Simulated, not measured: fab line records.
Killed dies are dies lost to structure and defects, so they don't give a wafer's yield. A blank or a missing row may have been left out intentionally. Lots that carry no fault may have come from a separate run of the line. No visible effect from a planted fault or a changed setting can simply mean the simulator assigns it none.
Which of the tools did it? | flow gf180mcu | 35 wafers from 12 lots sampled at 4 of the route's 602 steps

## WHAT EACH GAUGE READ, for each wafer
GF_MIM_RS_MEAS_10: measurement is done with a four-point probe. Usual: MIM_ALCU_RS 0.1604 ohm/sq, standard deviation 0.0018.
lot  | measured     | on            | MIM_ALCU_RS (ohm/sq) | flag
L634 | day 24 19:04 | film-metro-04 | 0.1608 0.1611 0.1614 |
L635 | day 25 10:14 | film-metro-04 | 0.1626 0.1609        |
L637 | day 25 13:10 | film-metro-04 | 0.1643 0.1593 0.1631 |
L640 | day 26 23:18 | film-metro-02 | 0.1611 0.1608 0.1611 |
L645 | day 28 12:40 | film-metro-01 | 0.1624 0.1617 0.1619 |
L646 | day 28 15:19 | film-metro-01 | 0.1587 0.1567 0.1568 |
L647 | day 28 22:20 | film-metro-02 | 0.1617 0.1600 0.1595 |
L649 | day 29 14:13 | film-metro-04 | 0.1593 0.1588 0.1594 |
L650 | day 29 23:14 | film-metro-01 | 0.1566 0.1569 0.1572 |
L652 | day 30 07:31 | film-metro-01 | 0.1594 0.1574 0.1581 |
L653 | day 30 17:34 | film-metro-02 | 0.1587 0.1592 0.1613 |
L656 | day 31 12:20 | film-metro-04 | 0.1634 0.1628 0.1620 |

## EACH LOT AND THE TOOL THAT RAN IT (in order: tool; ch and the chambers of the sampled wafers; start)
lot  | GF_MIM_SPUTTER_00            | GF_MIM_SPUTTER_08            | GF_MIM_SPUTTER_09
L634 | pvd-sputter-02, day 24 18:37 | pvd-sputter-01, day 24 18:58 | pvd-sputter-01, day 24 19:00
L635 | pvd-sputter-03, day 25 09:49 | pvd-sputter-01, day 25 10:10 | pvd-sputter-01, day 25 10:11
L637 | pvd-sputter-03, day 25 12:43 | pvd-sputter-01, day 25 13:04 | pvd-sputter-01, day 25 13:05
L640 | pvd-sputter-02, day 26 22:51 | pvd-sputter-01, day 26 23:12 | pvd-sputter-01, day 26 23:14
L645 | pvd-sputter-03, day 28 12:15 | pvd-sputter-02, day 28 12:37 | pvd-sputter-02, day 28 12:38
L646 | pvd-sputter-03, day 28 14:55 | pvd-sputter-02, day 28 15:16 | pvd-sputter-02, day 28 15:17
L647 | pvd-sputter-01, day 28 21:53 | pvd-sputter-02, day 28 22:14 | pvd-sputter-02, day 28 22:16
L649 | pvd-sputter-02, day 29 13:46 | pvd-sputter-01, day 29 14:09 | pvd-sputter-01, day 29 14:10
L650 | pvd-sputter-02, day 29 22:49 | pvd-sputter-01, day 29 23:11 | pvd-sputter-01, day 29 23:12
L652 | pvd-sputter-03, day 30 07:04 | pvd-sputter-02, day 30 07:25 | pvd-sputter-02, day 30 07:26
L653 | pvd-sputter-02, day 30 17:07 | pvd-sputter-01, day 30 17:28 | pvd-sputter-01, day 30 17:29
L656 | pvd-sputter-02, day 31 11:53 | pvd-sputter-03, day 31 12:15 | pvd-sputter-03, day 31 12:16
- GF_MIM_SPUTTER_00: material Ti, target thk 37.5 nm, time 150 s.
- GF_MIM_SPUTTER_08: material AlCu, target thk 200 nm, time 10.6 s.
- GF_MIM_SPUTTER_09: material TiN, target thk 35 nm, time 29.2 s.

## WHAT THE TOOLS THEMSELVES READ (means of the sampled wafers that have a number; where no wafer has one, the mark that the record gives instead)
GF_MIM_SPUTTER_00. Usual: substrate-temp-c 199.99 C, standard deviation 0.16; throttle-valve-pct 30.3 %, standard deviation 0.91.
lot  | tool           | substrate-temp-c (C) | throttle-valve-pct (%) | flag
L634 | pvd-sputter-02 | 200.02               | 30.5                   |
L635 | pvd-sputter-03 | 200.10               | 29.6                   |
L637 | pvd-sputter-03 | 200.24               | 29.2                   |
L640 | pvd-sputter-02 | 200.09               | 30.4                   |
L645 | pvd-sputter-03 | 199.92               | 29.4                   |
L646 | pvd-sputter-03 | 199.93               | 29.3                   |
L647 | pvd-sputter-01 | 199.96               | 31.0                   |
L649 | pvd-sputter-02 | 200.12               | 30.9                   |
L650 | pvd-sputter-02 | 199.84               | 30.6                   |
L652 | pvd-sputter-03 | 199.99               | 29.6                   |
L653 | pvd-sputter-02 | 199.93               | 30.7                   |
L656 | pvd-sputter-02 | 199.98               | 31.0                   |

GF_MIM_SPUTTER_08. Usual: throttle-valve-pct reads 30.4 % (standard deviation 0.94).
lot  | tool           | throttle-valve-pct (%) | flag
L634 | pvd-sputter-01 | 30.9                   |
L635 | pvd-sputter-01 | 30.6                   |
L637 | pvd-sputter-01 | 31.6                   |
L640 | pvd-sputter-01 | 31.0                   |
L645 | pvd-sputter-02 | 30.5                   |
L646 | pvd-sputter-02 | 31.1                   |
L647 | pvd-sputter-02 | 30.2                   |
L649 | pvd-sputter-01 | 30.8                   |
L650 | pvd-sputter-01 | 30.7                   |
L652 | pvd-sputter-02 | 30.9                   |
L653 | pvd-sputter-01 | 30.8                   |
L656 | pvd-sputter-03 | 28.5                   |

GF_MIM_SPUTTER_09. Usual: throttle-valve-pct reads 30.4 % (standard deviation 0.95).
lot  | tool           | throttle-valve-pct (%) | flag
L634 | pvd-sputter-01 | 31.0                   |
L635 | pvd-sputter-01 | 30.7                   |
L637 | pvd-sputter-01 | 31.8                   |
L640 | pvd-sputter-01 | 30.9                   |
L645 | pvd-sputter-02 | 30.5                   |
L646 | pvd-sputter-02 | 31.0                   |
L647 | pvd-sputter-02 | 30.0                   |
L649 | pvd-sputter-01 | 30.8                   |
L650 | pvd-sputter-01 | 30.8                   |
L652 | pvd-sputter-02 | 31.0                   |
L653 | pvd-sputter-01 | 30.9                   |
L656 | pvd-sputter-03 | 28.7                   |

## THE ANSWER, worked out from the rows above alone
Rule: take the mean of a lot's wafers that have a number; if it is more than 3 standard deviations from the usual mean, the lot is off. Also off: a lot with no number at a reading for which 4 or more lots have one. Where the step has rows for the other lots, those lots are counted as sound. Order of review: gauges by route order, followed by the tools' own readings, for which a lot's mean as printed above is used. At the first step where some lot is off, the reading lying furthest off is the one used; lots without a number count as furthest.
Nothing can be told from this: no lot is off at any reading shown.

## WHAT THE SIMULATOR HAD INSERTED
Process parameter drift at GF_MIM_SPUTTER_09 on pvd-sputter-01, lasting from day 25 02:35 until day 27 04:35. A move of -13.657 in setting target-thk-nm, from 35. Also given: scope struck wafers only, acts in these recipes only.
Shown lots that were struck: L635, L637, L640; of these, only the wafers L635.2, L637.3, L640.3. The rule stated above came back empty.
